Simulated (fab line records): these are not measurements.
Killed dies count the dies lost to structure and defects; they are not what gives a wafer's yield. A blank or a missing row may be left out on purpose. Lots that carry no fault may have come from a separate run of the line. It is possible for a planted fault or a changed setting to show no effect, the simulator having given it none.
Matching of chambers | flow sky130 | pecvd-04 running SKY_CAP2M_CVD_00: 3 sister chambers
The step deposits SiO2, target thk 15.5 nm. 14 wafers are shown with their chamber, then 7 later ones without.

EACH WAFER AND ITS CHAMBER
wafer  | chamber | heater power w (W)
L335.1 | 2       | 838
L335.4 | 2       | 819
L335.6 | 0       | 773
L334.2 | 0       | 767
L334.5 | 0       | 765
L334.6 | 2       | 825
L337.1 | 1       | 645
L337.2 | 2       | 801
L337.3 | 0       | 748
L338.1 | 2       | 758
L338.3 | 0       | 734
L338.4 | 0       | 735
L339.2 | 2       | 776
L339.3 | 0       | 801

SIGNATURES, as means of the wafers listed above
reading        | chamber 0 | chamber 1 | chamber 2 | scatter within a chamber
heater power w | 760.43    | 645.00    | 802.83    | 27.1
Rule: distance of a wafer from a chamber = root of the sum over the readings of ((wafer's reading minus chamber's mean) / reading's scatter) squared. If the next closest chamber is less than 2 further off than the closest, the wafer can't be placed; otherwise it belongs to the closest. The scatter: take each reading less its chamber's mean, square it, sum over the shown wafers, divide by the number of wafers less the number of chambers, and take the root.

WAFERS WHOSE CHAMBER IS MISSING
wafer  | heater power w (W)
L339.4 | 709
L350.1 | 698
L350.3 | 743
L350.5 | 756
L355.2 | 748
L355.3 | 783
L355.5 | 754

WHICH CHAMBER EACH WENT THROUGH
wafer  | from the rows above          | in truth
L339.4 | can't be placed: 0 or 1 or 2 | 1
L350.1 | can't be placed: 1 or 0 or 2 | 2
L350.3 | can't be placed: 0 or 2      | 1
L350.5 | can't be placed: 0 or 2      | 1
L355.2 | can't be placed: 0 or 2      | 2
L355.3 | can't be placed: 2 or 0      | 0
L355.5 | can't be placed: 0 or 2      | 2
0 of 7 placed correctly. Can't be placed from these rows: 7 (the true chamber is among the candidates in 5). Wrongly placed: 0.
